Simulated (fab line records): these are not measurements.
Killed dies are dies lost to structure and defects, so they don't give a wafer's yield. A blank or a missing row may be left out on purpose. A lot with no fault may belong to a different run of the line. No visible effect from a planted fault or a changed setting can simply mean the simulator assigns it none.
Comparing a struck lot with a sound one ; flow sfq line ; 19 steps out of a route of 325
Sound: wafers L825.2, L825.5, L825.6. Wafers L831.3, L831.4, L831.6 were the ones struck. At the end, the cause is stated.
Each step with rows lists, per side, the tool, then ch with its chambers, then its first start. Under that, the readings that differ: sound wafers ; struck wafers ; difference of the means ; sigmas: that difference in standard deviations of wafers without a fault.
alike: readings with means less than 2 such deviations apart, plus words and numbers identical on both sides. not compared: withheld readings, readings lacking a value on some wafer, bounds such as >300 that could conceal the same value, and numbers that have no deviation in the record and whose values overlap.
The two part at a step that has a row with sigmas, a row that says differs or no value, or rows on one side only. Numbers that have no deviation but don't overlap get no sigmas and don't part them. A reading that every wafer of one side lacks parts them only if that side has two wafers or more.

first, 4 steps without rows for these wafers: SFQ_TRILAYER_L0_LITHO_SOFTBAKE_009; SFQ_TRILAYER_L0_LITHO_EXPOSE_006 (exposes mask L0, target cd 2000 nm); SFQ_TRILAYER_L0_LITHO_PEB_008 (peb time 60 s); SFQ_TRILAYER_L0_LITHO_DEVELOP_007 (time 60 s).
SFQ_TRILAYER_L0_BARC_OPEN_METAL_ETCH_010: etches BARC in O2, target depth 125 nm, time 41.7 s.
  sound on rie metal-04 ch 0,1, day 4 08:13; struck on rie metal-03 ch 0,1, day 5 13:48
  alike: bias w, drypump motor current A, oes product au, rf fwd power W
  not compared: rf hours counter h
SFQ_TRILAYER_L0_ETCH_METAL_ETCH_008: etches MoNx KI in SF6/O2, stops on SiO2, target depth 50 nm, time 25 s.
  sound on rie metal-04 ch 0,1, day 4 08:16; struck on rie metal-03 ch 0,1, day 5 13:51
  alike: bias w, drypump motor current A, oes product au, rf fwd power W
  not compared: rf hours counter h
SFQ_TRILAYER_L0_STRIP_STRIP_009: strips in O2.
  sound on rie metal-04 ch 0,1, day 4 08:19; struck on rie metal-03 ch 0,1, day 5 14:05
  alike: drypump motor current A, oes product au
  not compared: rf hours counter h
then, 1 step without rows for these wafers: SFQ_TRILAYER_L0_STRIP_SOLV_CLEAN_010 (cleans in NMP, time 600 s).
SFQ_TRILAYER_L0_CAP_PECVD_011: deposits SiO2 from SiH4/N2O, time 13.333 s, target thk 60 nm.
  sound on pecvd-03 ch 0,1, day 4 09:05; struck on pecvd-03 ch 0,1,2, day 5 14:40
  alike: heater power w, rf fwd power W, throttle valve pct
then, 3 steps without rows for these wafers: SFQ_TRILAYER_L0_VIA_LITHO_COAT_018 (resist thk 62 nm); SFQ_TRILAYER_L0_VIA_LITHO_COAT_013 (resist thk 650 nm); SFQ_TRILAYER_L0_VIA_LITHO_SOFTBAKE_017.
-- the record jumps here: 3 days lie between the struck wafers' starts before and after --
SFQ_TRILAYER_L0_VIA_LITHO_EXPOSE_014: exposes mask L0V, target cd 700 nm.
  sound on krf scanner-02 ch 0, day 6 23:22; struck on krf scanner-01 ch 0, day 8 15:49
reading;sound;struck;difference;sigmas
exposure dose mJ cm2;21.340 21.308 21.332;22.342 22.339 22.354;+1.018;+51
  alike: mask
then, 2 steps without rows for these wafers: SFQ_TRILAYER_L0_VIA_LITHO_PEB_016 (peb time 60 s); SFQ_TRILAYER_L0_VIA_LITHO_DEVELOP_015 (time 60 s).
SFQ_L0V_OVL_MEAS_903:
  sound on overlay-01, day 7 00:40; struck on overlay-01, day 8 16:56
  alike: L0V_OVL
SFQ_TRILAYER_L0_VIA_BARC_OPEN_VIA_ETCH_021: etches BARC in O2, target depth 125 nm, time 41.7 s.
  sound on rie diel-03 ch 0,1,2, day 7 00:42; struck on rie diel-03 ch 0,2,3, day 8 16:58
reading;sound;struck;difference;sigmas
model.L0V.cd nm (nm);698.5 698.9 699.4;707.8 707.7 707.5;+8.7;
  alike: bias w, drypump motor current A, oes product au, rf fwd power W
  not compared: rf hours counter h
SFQ_TRILAYER_L0_VIA_ETCH_VIA_ETCH_016: etches SiO2 in CHF3, stops on MoNx KI, target depth 80 nm.
  sound on rie diel-03 ch 0,1,2, day 7 00:44; struck on rie diel-03 ch 0,2,3, day 8 17:00
reading;sound;struck;difference;sigmas
model.L0V.cd nm (nm);698.5 698.9 699;707.9 707.8 707.7;+9.0;
  alike: bias w, drypump motor current A, oes product au, rf fwd power W
SFQ_TRILAYER_L0_VIA_STRIP_STRIP_017: strips in O2.
  sound on rie metal-01 ch 0,1, day 7 00:47; struck on rie metal-04 ch 0,1, day 8 17:14
  alike: drypump motor current A, oes product au
  not compared: rf hours counter h

## WHERE THEY PART
SFQ_TRILAYER_L0_VIA_LITHO_EXPOSE_014 only, going by this record. Later steps at which nothing parts them and some readings are alike: SFQ_L0V_OVL_MEAS_903, SFQ_TRILAYER_L0_VIA_BARC_OPEN_VIA_ETCH_021, SFQ_TRILAYER_L0_VIA_ETCH_VIA_ETCH_016, SFQ_TRILAYER_L0_VIA_STRIP_STRIP_017.

WHY: whatever the simulator had introduced
Process parameters drifting: krf scanner-01 at SFQ_TRILAYER_L0_VIA_LITHO_EXPOSE_014, beginning at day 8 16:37. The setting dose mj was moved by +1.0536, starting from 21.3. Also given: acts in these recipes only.
